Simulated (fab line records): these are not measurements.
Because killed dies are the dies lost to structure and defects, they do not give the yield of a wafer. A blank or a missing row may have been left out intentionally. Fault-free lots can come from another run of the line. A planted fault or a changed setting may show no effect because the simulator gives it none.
Struck lot and sound lot, side by side + flow sky130 + 15 steps out of a route of 708
Sound: the wafers L246.2, L246.5, L246.6. Struck: wafer L250.5 (L250.1, L250.3, from the same lot, were not struck and are left out); the cause is given at the end.
For every step that has rows: the tool of each side, followed by ch and its chambers, followed by its first start. Under that, the readings that differ: sound wafers + struck wafers + difference of the means + sigmas: that difference in standard deviations of wafers without a fault.
alike: readings with means less than 2 such deviations apart, plus words and numbers identical on both sides. not compared: withheld readings, readings lacking a value on some wafer, bounds such as >300 that could conceal the same value, and numbers that have no deviation in the record and whose values overlap.
The two part at a step that has a row with sigmas, a row that says differs or no value, or rows on one side only. Non-overlapping numbers with no deviation appear without sigmas and do not part them. A reading missing from all wafers of one side parts the sides only when that side holds two or more wafers.

first, 8 steps without rows for these wafers: SKY_FIELD_ISO_DEHYDRATE_05 (time 60 s); SKY_FIELD_ISO_HMDS_06 (prime time 60 s); SKY_FIELD_ISO_COAT_07 (resist thk 60 nm); SKY_FIELD_ISO_COAT_08 (resist thk 450 nm); SKY_FIELD_ISO_SOFTBAKE_09 (time 90 s); SKY_FIELD_ISO_EXPOSE_10 (exposes mask FOM, target cd 150 nm); SKY_FIELD_ISO_PEB_11; SKY_FIELD_ISO_DEVELOP_12 (develop time 60 s).
SKY_FIELD_ISO_CD_MEAS_13: target cd 150 nm.
  struck on cd sem-01, day 4 05:03; sound on cd sem-01, day 3 06:19
  alike: cd nm
SKY_FIELD_ISO_ETCH_14: etches BARC in N2/H2, stops on SiO2, time 45.9 s, target depth 60 nm.
  sound on rie diel-02 ch 1,2,3, day 3 06:25; struck on rie diel-04 ch 3, day 4 05:10
| reading                | sound                | struck | difference | sigmas |
|------------------------|----------------------|--------|------------|--------|
| throttle valve pct (%) | 13.235 13.233 13.228 | 13.213 | -0.019     | -2     |
  alike: drypump motor current A, oes product au, run length s
  not compared: rf hours counter h
SKY_FIELD_ISO_ETCH_15: etches the open film in CHF3/O2, stops on Si, target depth 180 nm, time 72 s.
  sound on rie diel-02 ch 1,2,3, day 3 06:28; struck on rie diel-04 ch 3, day 4 05:13
  alike: drypump motor current A, oes product au, run length s, throttle valve pct
  not compared: rf hours counter h
SKY_FIELD_ISO_STRIP_16: strips in O2/N2.
  sound on plasma asher-04 ch 0,1, day 3 06:31; struck on plasma asher-04 ch 1, day 4 05:16
  alike: drypump motor current A, oes product au, strip time to endpoint s
  not compared: rf hours counter h
SKY_FIELD_ISO_ETCH_17: etches Si in HBr/Cl2/O2, target depth 342 nm, time 97.7 s.
  sound on rie si-01 ch 1,2,3, day 3 06:37; struck on rie si-01 ch 2, day 4 05:22
| reading                               | sound                | struck | difference | sigmas |
|---------------------------------------|----------------------|--------|------------|--------|
| run length s (s)                      | 126.0 126.6 126.2    | 116.1  | -10.2      | -25    |
| throttle valve pct (%)                | 25.652 25.659 25.667 | 25.626 | -0.033     | -3     |
| model.FIELD_ISO.feature depth nm (nm) | 342.6 341.6 338.6    | 310    | -31        |        |
| model.etch.depth nm (nm)              | 342.6 341.6 338.6    | 310    | -31        |        |
  alike: HBr_flow_sccm, drypump motor current A, oes product au
  not compared: rf hours counter h
then, 1 step without rows for these wafers: SKY_FIELD_ISO_WET_ETCH_18 (etches Si3N4 in H3PO4, target depth 25 nm, time 286 s).
-- a jump in the record: the struck wafers' starts before and after are 44 days apart (it breaks off in module FIELD_ISO and resumes in module PAD_OPEN, where the first step shown is number 708 of the route) --
SKY_PAD_OPEN_PROBE_99:
  struck on prober-02, day 48 14:14; sound on prober-02, day 47 15:02
| reading                                 | sound                         | struck    | difference | sigmas |
|-----------------------------------------|-------------------------------|-----------|------------|--------|
| killed_at_M4_up                         | 3 3 4                         | 7         | +4         | +2     |
| killed dies                             | 81 79 69                      | 96        | +20        | +2     |
| killed short                            | 38 41 25                      | 49        | +14        | +2     |
| model.etest.res_p_drift_20v.line ohm um | 1.212e+04 1.191e+04 1.196e+04 | 9791      | -2206      |        |
| model.etest.res_p_drift_20v.rs ohm sq   | 9957 9969 9882                | 8192      | -1744      |        |
| model.etest.pfet_16v.r on ohm um        | 1.491e+04 1.487e+04 1.479e+04 | 1.402e+04 | -8.367e+02 |        |
| model.etest.res iso pwell.rs ohm sq     | 2933 2908 2878                | 2414      | -492       |        |
| model.etest.res iso pwell.line ohm um   | 1088 1093 1080                | 910.2     | -176.8     |        |
| model.etest.res nwell.line ohm um       | 1132 1119 1119                | 1053      | -70        |        |
| model.etest.res nwell.rs ohm sq         | 928.5 919 913.5               | 869.6     | -50.7      |        |
  alike: killed_at_M0_to_M3, killed at contacts, killed at front end, killed at other, killed open
  not compared: model.etest.pfet_16v.drive ua um

WHERE THEY PART
Earliest at SKY_FIELD_ISO_ETCH_14; latest, in this record, at SKY_PAD_OPEN_PROBE_99.

WHY: whatever the simulator had introduced
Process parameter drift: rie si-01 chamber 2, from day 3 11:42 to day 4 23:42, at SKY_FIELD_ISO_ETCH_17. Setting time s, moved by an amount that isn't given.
